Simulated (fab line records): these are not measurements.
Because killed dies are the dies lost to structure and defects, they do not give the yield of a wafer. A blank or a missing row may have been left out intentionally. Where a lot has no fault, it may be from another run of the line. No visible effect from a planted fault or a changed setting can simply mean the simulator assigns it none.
Which of the tools did it? | flow sky130 | 14 lots with 42 wafers sampled at 4 steps, on a route of 708 steps

WHAT THE GAUGES READ, wafer by wafer
SKY_VIA3_CD_MEAS_12: target cd 200 nm. Usual: cd nm at 200.8 nm, with a standard deviation of 1.3.
lot  | measured     | on        | cd nm (nm)        | flag
L306 | day 40 04:22 | cd sem-01 | 199.2 200.2 200.4 |
L309 | day 40 15:21 | cd sem-02 | 202.7 201.4 201.8 |
L310 | day 40 21:07 | cd sem-02 | 201.4 199.6 200.2 |
L313 | day 42 08:13 | cd sem-01 | 199.2 199.9 199.4 |
L312 | day 42 11:52 | cd sem-02 | 201.9 201.4 201.9 |
L316 | day 43 12:44 | cd sem-02 | 199.5 199.4 200.3 |
L318 | day 44 02:55 | cd sem-01 | 201.5 200.8 201.7 |
L319 | day 44 15:01 | cd sem-01 | 199.0 199.7 199.8 |
L322 | day 44 22:52 | cd sem-02 | 202.2 203.1 203.6 |
L321 | day 45 01:34 | cd sem-01 | 197.7 197.7 198.4 |
L325 | day 45 16:28 | cd sem-02 | 199.4 201.0 201.3 |
L328 | day 45 19:04 | cd sem-02 | 200.7 200.8 201.5 |
L327 | day 45 22:46 | cd sem-01 | 198.8 200.1 200.5 |
L329 | day 46 03:58 | cd sem-01 | 200.5 200.4 201.8 |

SKY_METAL4_CD_MEAS_13: target cd 300 nm. Usual: cd nm at 299.5 nm, with a standard deviation of 1.4.
lot  | measured     | on        | cd nm (nm)        | flag
L306 | day 42 06:22 | cd sem-02 | 297.9 296.7 296.2 |
L309 | day 42 17:37 | cd sem-02 | 300.5 301.6 299.0 |
L310 | day 42 22:48 | cd sem-02 | 297.6 297.5 297.5 |
L313 | day 44 09:06 | cd sem-01 | 300.3 301.9 300.4 |
L312 | day 44 12:00 | cd sem-01 | 299.4 299.0 299.4 |
L316 | day 45 10:09 | cd sem-02 | 301.4 301.2 301.1 |
L318 | day 46 00:44 | cd sem-02 | 296.7 300.2 301.0 |
L319 | day 46 11:33 | cd sem-01 | 299.5 299.4 300.6 |
L325 | day 47 11:39 | cd sem-01 | 299.6 300.7 300.4 |
L328 | day 47 15:25 | cd sem-01 | 301.8 300.6 301.1 |
L327 | day 47 17:50 | cd sem-02 | 300.4 300.6 302.2 |
L329 | day 47 23:05 | cd sem-01 | 301.4 300.5 300.7 |

EACH LOT AND THE TOOL THAT RAN IT (in order: tool; ch and the chambers of the sampled wafers; start)
lot  | SKY_CAP2M_EXPOSE_09                 | SKY_CAP2M_STRIP_14
L306 | iline stepper-01 ch 0, day 40 18:44 | plasma asher-02 ch 0,1, day 41 06:32
L309 | iline stepper-01 ch 0, day 41 06:02 | plasma asher-02 ch 0,1, day 41 17:40
L310 | iline stepper-01 ch 0, day 41 11:01 | plasma asher-02 ch 0,1, day 41 22:40
L313 | iline stepper-02 ch 0, day 42 21:53 | plasma asher-02 ch 1, day 43 09:07
L312 | iline stepper-02 ch 0, day 43 01:16 | plasma asher-02 ch 0,1, day 43 12:35
L316 | iline stepper-02 ch 0, day 44 01:59 | plasma asher-03 ch 0,1, day 44 12:35
L318 | iline stepper-02 ch 0, day 44 16:36 | plasma asher-03 ch 0,1, day 45 02:56
L319 | iline stepper-02 ch 0, day 45 03:51 | plasma asher-03 ch 0,1, day 45 14:05
L322 | iline stepper-02, day 45 11:40      | plasma asher-03 ch 0,1, day 45 22:05
L321 | iline stepper-02, day 45 13:55      | plasma asher-01 ch 0,1, day 46 00:32
L325 | iline stepper-02 ch 0, day 46 04:46 | plasma asher-01 ch 0,1, day 46 15:10
L328 | iline stepper-01 ch 0, day 46 07:54 | plasma asher-02 ch 0,1, day 46 18:04
L327 | iline stepper-02 ch 0, day 46 11:06 | plasma asher-02 ch 0,1, day 46 21:21
L329 | iline stepper-02 ch 0, day 46 16:59 | plasma asher-02 ch 0,1, day 47 02:43
- SKY_CAP2M_EXPOSE_09: exposes mask CAP2M, target cd 1000 nm.
- SKY_CAP2M_STRIP_14: strips in O2/N2.

AS READ BY THE TOOLS THEMSELVES (means over the sampled wafers that have a number; for cases with no such wafer, the mark the record gives instead)
SKY_CAP2M_EXPOSE_09. Usual: exposure dose mJ cm2 158.97, standard deviation 0.15; focus offset nm 0.1 nm, standard deviation 0.47; reticle temp C 23.02 C, standard deviation 0.095.
lot  | tool             | exposure dose mJ cm2 | focus offset nm (nm) | reticle temp C (C) | flag
L306 | iline stepper-01 | 158.94               | -0.8                 | 23.06              |
L309 | iline stepper-01 | 158.86               | 0.4                  | 23.04              |
L310 | iline stepper-01 | 159.13               | -0.2                 | 23.01              |
L313 | iline stepper-02 | 159.00               | 0.1                  | 22.97              |
L312 | iline stepper-02 | 158.86               | 0.4                  | 23.14              |
L316 | iline stepper-02 | 158.83               | 0.2                  | 23.09              |
L318 | iline stepper-02 | 158.91               | 0.6                  | 23.00              |
L319 | iline stepper-02 | 158.95               | 0.1                  | 23.10              |
L322 | iline stepper-02 | -                    | -                    | -                  | OFF
L321 | iline stepper-02 | -                    | -                    | -                  | OFF
L325 | iline stepper-02 | 159.03               | 0.4                  | 22.98              |
L328 | iline stepper-01 | 158.85               | -0.8                 | 23.03              |
L327 | iline stepper-02 | 159.08               | -0.1                 | 23.09              |
L329 | iline stepper-02 | 158.89               | 0.0                  | 23.04              |

SKY_CAP2M_STRIP_14. Usual: drypump motor current A 5.6 A, standard deviation 0.47; oes product au 0.711 a.u., standard deviation 0.0055; strip time to endpoint s 12.78 s, standard deviation 0.033.
lot  | tool            | drypump motor current A (A) | oes product au (a.u.) | strip time to endpoint s (s) | flag
L306 | plasma asher-02 | 5.5                         | 0.710                 | 12.76                        |
L309 | plasma asher-02 | 5.8                         | 0.705                 | 12.77                        |
L310 | plasma asher-02 | 5.8                         | 0.712                 | 12.73                        |
L313 | plasma asher-02 | 5.2                         | 0.710                 | 12.78                        |
L312 | plasma asher-02 | 5.8                         | 0.714                 | 12.76                        |
L316 | plasma asher-03 | 5.6                         | 0.708                 | 12.76                        |
L318 | plasma asher-03 | 5.6                         | 0.709                 | 12.78                        |
L319 | plasma asher-03 | 5.9                         | 0.712                 | 12.77                        |
L322 | plasma asher-03 | 5.9                         | 0.709                 | 12.81                        |
L321 | plasma asher-01 | 5.2                         | 0.711                 | 12.80                        |
L325 | plasma asher-01 | 5.4                         | 0.711                 | 12.82                        |
L328 | plasma asher-02 | 5.5                         | 0.707                 | 12.78                        |
L327 | plasma asher-02 | 5.5                         | 0.711                 | 12.70                        |
L329 | plasma asher-02 | 5.5                         | 0.711                 | 12.78                        |

THE ANSWER, worked out from the rows above alone
Rule: take the mean of a lot's wafers that have a number; if it is more than 3 standard deviations from the usual mean, the lot is off. A lot without any number at a reading at which 4 lots or more have one is off too. The other lots that the step has rows for count as sound. Order of review: gauges by route order, followed by the tools' own readings, for which a lot's mean as printed above is used. The first step at which some lot is off is used, and at that step the reading that is off furthest; a lot without a number counts as furthest.
Off at SKY_CAP2M_EXPOSE_09 (exposure dose mJ cm2): L322, L321. Without a number there: L322, L321.
A tool fits if, at that step or a process step before it, it ran every lot that is off, and no sound lot after the first of them. Of those tried, none fits.

WHAT THE SIMULATOR HAD PUT IN
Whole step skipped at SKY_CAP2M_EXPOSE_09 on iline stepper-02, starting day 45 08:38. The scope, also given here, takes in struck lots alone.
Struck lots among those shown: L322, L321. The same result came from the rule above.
